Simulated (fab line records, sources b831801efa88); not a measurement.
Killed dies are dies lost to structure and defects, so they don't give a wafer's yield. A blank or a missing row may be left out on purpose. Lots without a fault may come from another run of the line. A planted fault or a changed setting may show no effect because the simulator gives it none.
A struck lot beside a sound one | flow gf180mcu | 28 steps out of a route of 602
Sound: wafers L267.3, L267.5, L267.6. Struck: wafer L260.6. (L260.5 of the same lot was not struck and is left out.) The cause comes at the end.
At each step with rows: each side's tool, then ch and its chambers, then its first start. Under that, the readings that differ: sound wafers | struck wafers | difference of the means | sigmas: that difference in standard deviations of wafers without a fault.
alike: readings whose means differ by less than 2 such deviations, and words and numbers that are the same on both sides. not compared: withheld readings, readings that some wafer has no value for, bounds like >300 that may hide the same value, and numbers for which the record gives no deviation and whose values overlap.
The two part at a step that has a row with sigmas, a row that says differs or no value, or rows on one side only. Numbers that don't overlap but have no deviation are shown without sigmas and don't part them. A reading that every wafer of one side lacks parts them only if that side has two wafers or more.

first, 8 steps without rows for these wafers: GF_M3_PEB_12 (peb time 90 s); GF_M3_DEVELOP_13 (develop time 60 s); GF_M3_METAL_ETCH_16 (etches the open film in Cl2/BCl3, stops on SiO2, target depth 750.8 nm, time 125.1 s); GF_M3_STRIP_17 (strips in O2/N2); GF_M3_STRIP_18 (strips in post etch residue remover, time 1200 s); GF_M3_CLEAN_19 (cleans in DIW); GF_V3_CVD_00 (deposits SiO2, target thk 600 nm, time 100 s); GF_V3_CVD_02 (deposits SiO2 from TEOS, target thk 850 nm, time 94.851 s).
GF_V3_CMP_04: polishes SiO2.
  sound on cmp-02 ch 0,3, day 27 10:57; struck on cmp-01 ch 2, day 25 14:59
  reading                             | sound           | struck | difference | sigmas
  time_to_endpoint_s (s)              | 69 76 77        | 110    | +36        | +7
  model.SiO2_of_V3_CVD_02.thk_nm (nm) | 633 631.7 632.6 | 711.2  | +78.8      |
  alike: motor_current_A
then, 9 steps without rows for these wafers: GF_V3_DEHYDRATE_06 (time 60 s); GF_V3_HMDS_07 (prime time 60 s); GF_V3_COAT_08; GF_V3_COAT_09 (resist thk 1000 nm); GF_V3_SOFTBAKE_10 (time 60 s); GF_V3_EXPOSE_11 (exposes mask Via3, target cd 260 nm); GF_V3_PEB_12 (peb time 90 s); GF_V3_DEVELOP_13 (develop time 60 s); GF_V3_ETCH_16 (etches BARC in N2/H2).
GF_V3_ETCH_17: etches SiO2 in C4F8/O2/Ar, stops on TiN, target depth 635 nm.
  sound on rie_diel-04 ch 0,1,3; struck on rie_diel-03 ch 0
  reading                        | sound             | struck | difference | sigmas
  oes_product_au (a.u.)          | 0.851 0.860 0.851 | 0.919  | +0.065     | +14
  model.V3.feature_depth_nm (nm) | 633 631.7 632.6   | 711.2  | +78.8      |
  model.etch.depth_nm (nm)       | 633 631.7 632.6   | 711.2  | +78.8      |
then, 6 steps without rows for these wafers: GF_V3_STRIP_18 (strips in O2/N2); GF_V3_STRIP_19 (strips in post etch residue remover, time 1200 s); GF_V3_CLEAN_20 (cleans in DIW); GF_V3_SPUTTER_21 (material Ti, target thk 15 nm, time 80.02 s); GF_V3_SPUTTER_22 (material TiN, target thk 10 nm, time 40 s); GF_V3_CVD_23 (deposits W, target thk 350 nm, time 104.9 s).
GF_V3_CMP_26: polishes, stops on SiO2, t overpolish 15 s, target thk 0 nm.
  sound on cmp-01 ch 0,2,3, day 28 08:23; struck on cmp-02 ch 0, day 26 13:41
  reading                             | sound             | struck | difference | sigmas
  model.SiO2_of_V3_CVD_02.thk_nm (nm) | 629.3 627.9 628.9 | 707.5  | +78.8      |
  alike: motor_current_A
then, 1 step without rows for these wafers: GF_M4_SPUTTER_00 (material Ti, target thk 37.5 nm, time 150 s).
-- the record jumps here: 6 days lie between the struck wafers' starts before and after (it left off in module M4 and takes up again in module PASSIVATION, whose first step shown is number 602 of the route) --
GF_PASSIVATION_PROBE_99:
  the record has rows for the struck wafers here (prober-01, day 32 11:34) and none for the sound ones

WHERE THEY PART
First at GF_V3_CMP_04; last, within this record, at GF_PASSIVATION_PROBE_99.

WHY: what the simulator had put in
Process parameter drift: cmp-01, from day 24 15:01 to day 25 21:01, at GF_V3_CMP_04. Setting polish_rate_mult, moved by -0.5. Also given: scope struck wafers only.
